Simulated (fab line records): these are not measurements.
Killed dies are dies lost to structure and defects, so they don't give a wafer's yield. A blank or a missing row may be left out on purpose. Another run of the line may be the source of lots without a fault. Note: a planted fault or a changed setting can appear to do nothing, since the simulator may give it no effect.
The tool behind it: which one?	flow gf180mcu	Sampling: 24 lots, 72 wafers, 4 of 602 route steps

== WHAT THE GAUGES READ, wafer by wafer ==
GF_V5_CD_MEAS_14: the cd target is 260 nm. Usual: cd nm 259.9 nm, standard deviation 1.1.
lot	measured	on	cd nm (nm)	flag
L074	day 26 18:19	cd sem-02	259.0 258.9 258.2	
L075	day 27 03:15	cd sem-01	261.1 259.6 261.7	
L076	day 28 10:58	cd sem-01	260.6 259.4 259.9	
L077	day 28 15:35	cd sem-02	259.8 260.8 261.8	
L079	day 28 16:18	cd sem-01	259.3 257.7 258.1	
L078	day 28 18:00	cd sem-01	260.0 259.7 258.5	
L080	day 28 22:57	cd sem-01	260.7 259.2 259.7	
L081	day 29 11:23	cd sem-01	260.3 259.3 260.4	
L082	day 29 15:39	cd sem-01	260.4 258.9 259.0	
L083	day 30 04:20	cd sem-02	261.2 260.5 260.2	
L084	day 30 13:34	cd sem-02	261.1 261.7 261.0	
L085	day 30 16:54	cd sem-01	258.9 259.0 258.8	
L086	day 30 17:34	cd sem-01	259.5 259.5 258.2	
L087	day 31 02:04	cd sem-01	260.4 260.3 261.1	
L088	day 31 13:00	cd sem-02	261.1 262.4 261.7	
L089	day 31 16:52	cd sem-02	260.0 260.4 258.8	
L090	day 31 23:59	cd sem-01	259.9 260.0 259.5	
L091	day 32 03:38	cd sem-02	260.7 261.2 259.6	
L092	day 32 10:54	cd sem-02	259.3 258.7 259.9	
L093	day 32 16:28	cd sem-01	260.1 260.1 260.7	
L094	day 32 22:43	cd sem-02	258.1 257.6 257.3	
L095	day 33 00:57	cd sem-02	260.3 260.4 261.4	
L096	day 33 07:29	cd sem-01	258.1 258.5 259.2	
L097	day 33 14:11	cd sem-02	259.8 261.1 259.9	

GF_V5_OVL_MEAS_15. Usual: V5_OVL 1 nm, standard deviation 5.3.
lot	measured	on	V5_OVL (nm)	flag
L074	day 26 18:26	overlay-02	2 6 -6	
L075	day 27 03:21	overlay-01	4 9 5	
L076	day 28 11:04	overlay-02	-2 -3 -4	
L077	day 28 15:42	overlay-01	1 -1 6	
L079	day 28 16:25	overlay-02	6 -2 2	
L078	day 28 18:07	overlay-01	4 -7 0	
L080	day 28 23:04	overlay-02	5 -8 -1	
L081	day 29 11:28	overlay-01	-4 2 0	
L082	day 29 15:46	overlay-01	-7 -3 -6	
L083	day 30 04:27	overlay-02	5 6 -1	
L084	day 30 13:41	overlay-02	13 13 5	
L085	day 30 17:01	overlay-02	0 -1 1	
L086	day 30 17:41	overlay-02	0 -8 1	
L087	day 31 02:10	overlay-02	4 -7 -1	
L088	day 31 13:07	overlay-01	-1 -2 -3	
L089	day 31 16:59	overlay-01	-2 -7 -6	
L090	day 32 00:07	overlay-02	4 -5 -2	
L091	day 32 03:45	overlay-02	6 -4 -1	
L092	day 32 11:01	overlay-01	1 5 5	
L093	day 32 16:32	overlay-01	-4 4 1	
L094	day 32 22:50	overlay-02	3 1 0	
L095	day 33 01:04	overlay-02	4 8 0	
L096	day 33 07:36	overlay-01	8 4 -2	
L097	day 33 14:18	overlay-02	-8 -3 1	

GF_TOP_METAL_THK_MEAS_06: measures by xrf. Usual: TOP_METAL_ALCU_THK 881 nm, standard deviation 12.
lot	measured	on	TOP_METAL_ALCU_THK (nm)	flag
L074	day 26 20:11	film metro-02	895 891 892	
L075	day 27 05:07	film metro-03	873 888 876	
L076	day 28 12:50	film metro-02	858 858 856	
L077	day 28 17:28	film metro-01	881 884 875	
L079	day 28 18:14	film metro-01	877 887 891	
L078	day 28 19:54	film metro-02	867 869 876	
L080	day 29 00:50	film metro-02	869 882 876	
L081	day 29 13:16	film metro-02	893 891 890	
L082	day 29 17:35	film metro-03	881 875 883	
L083	day 30 06:14	film metro-03	879 890 880	
L084	day 30 15:29	film metro-02	861 866 864	
L085	day 30 18:49	film metro-03	891 872 889	
L086	day 30 19:29	film metro-03	882 893 888	
L087	day 31 03:56	film metro-02	870 861 872	
L088	day 31 14:55	film metro-02	907 885 890	
L089	day 31 18:45	film metro-01	872 877 875	
L090	day 32 02:05	film metro-01	875 877 887	
L091	day 32 05:34	film metro-02	881 882 878	
L092	day 32 12:47	film metro-01	877 903 891	
L093	day 32 18:34	film metro-01	856 890 864	
L094	day 33 00:38	film metro-01	879 870 878	
L095	day 33 02:54	film metro-03	891 887 885	
L096	day 33 09:23	film metro-03	885 884 886	
L097	day 33 16:06	film metro-02	890 879 881	

== EACH LOT AND THE TOOL THAT RAN IT (in order: tool; ch and the chambers of the sampled wafers; start) ==
lot	GF_MIM_SPUTTER_00
L074	pvd sputter-03, day 24 00:30
L075	pvd sputter-03, day 24 11:23
L076	pvd sputter-03, day 25 21:31
L077	pvd sputter-04, day 26 01:19
L079	pvd sputter-04, day 26 02:06
L078	pvd sputter-01, day 26 03:56
L080	pvd sputter-04, day 26 10:20
L081	pvd sputter-04, day 26 22:52
L082	pvd sputter-03, day 27 03:25
L083	pvd sputter-04, day 27 16:25
L084	pvd sputter-04, day 28 01:10
L085	pvd sputter-01, day 28 07:04
L086	pvd sputter-04, day 28 07:44
L087	pvd sputter-04, day 28 16:21
L088	pvd sputter-04, day 29 04:07
L089	pvd sputter-03, day 29 08:06
L090	pvd sputter-03, day 29 16:49
L091	pvd sputter-04, day 29 19:11
L092	pvd sputter-03, day 30 03:27
L093	pvd sputter-01, day 30 10:10
L094	pvd sputter-04, day 30 16:23
L095	pvd sputter-03, day 30 20:35
L096	pvd sputter-04, day 31 03:16
L097	pvd sputter-04, day 31 11:02
- GF_MIM_SPUTTER_00: material Ti, target thk 37.5 nm, time 150 s.

== AS READ BY THE TOOLS THEMSELVES (means over the sampled wafers that have a number; for cases with no such wafer, the mark the record gives instead) ==
GF_MIM_SPUTTER_00. Usual: throttle valve pct 30.2 %, standard deviation 0.58.
lot	tool	throttle valve pct (%)	flag
L074	pvd sputter-03	30.6	
L075	pvd sputter-03	30.8	
L076	pvd sputter-03	30.5	
L077	pvd sputter-04	30.1	
L079	pvd sputter-04	29.9	
L078	pvd sputter-01	29.6	
L080	pvd sputter-04	29.7	
L081	pvd sputter-04	30.3	
L082	pvd sputter-03	30.7	
L083	pvd sputter-04	29.8	
L084	pvd sputter-04	29.6	
L085	pvd sputter-01	29.8	
L086	pvd sputter-04	29.9	
L087	pvd sputter-04	29.9	
L088	pvd sputter-04	29.8	
L089	pvd sputter-03	31.0	
L090	pvd sputter-03	30.7	
L091	pvd sputter-04	29.9	
L092	pvd sputter-03	30.7	
L093	pvd sputter-01	30.0	
L094	pvd sputter-04	30.0	
L095	pvd sputter-03	30.7	
L096	pvd sputter-04	29.6	
L097	pvd sputter-04	29.6	

== THE ANSWER, worked out from the rows above alone ==
Rule: take the mean of a lot's wafers that have a number; if it is more than 3 standard deviations from the usual mean, the lot is off. Also off: a lot with no number at a reading for which 4 or more lots have one. The other lots that the step has rows for count as sound. After the gauges, taken in route order, come the tools' own readings; for these a lot's mean is taken, as printed above. The first step at which some lot is off is used, and at that step the reading that is off furthest; a lot without a number counts as furthest.
Across all readings shown, no lot is off: no conclusion can be drawn from this.

== WHAT THE SIMULATOR HAD INSERTED ==
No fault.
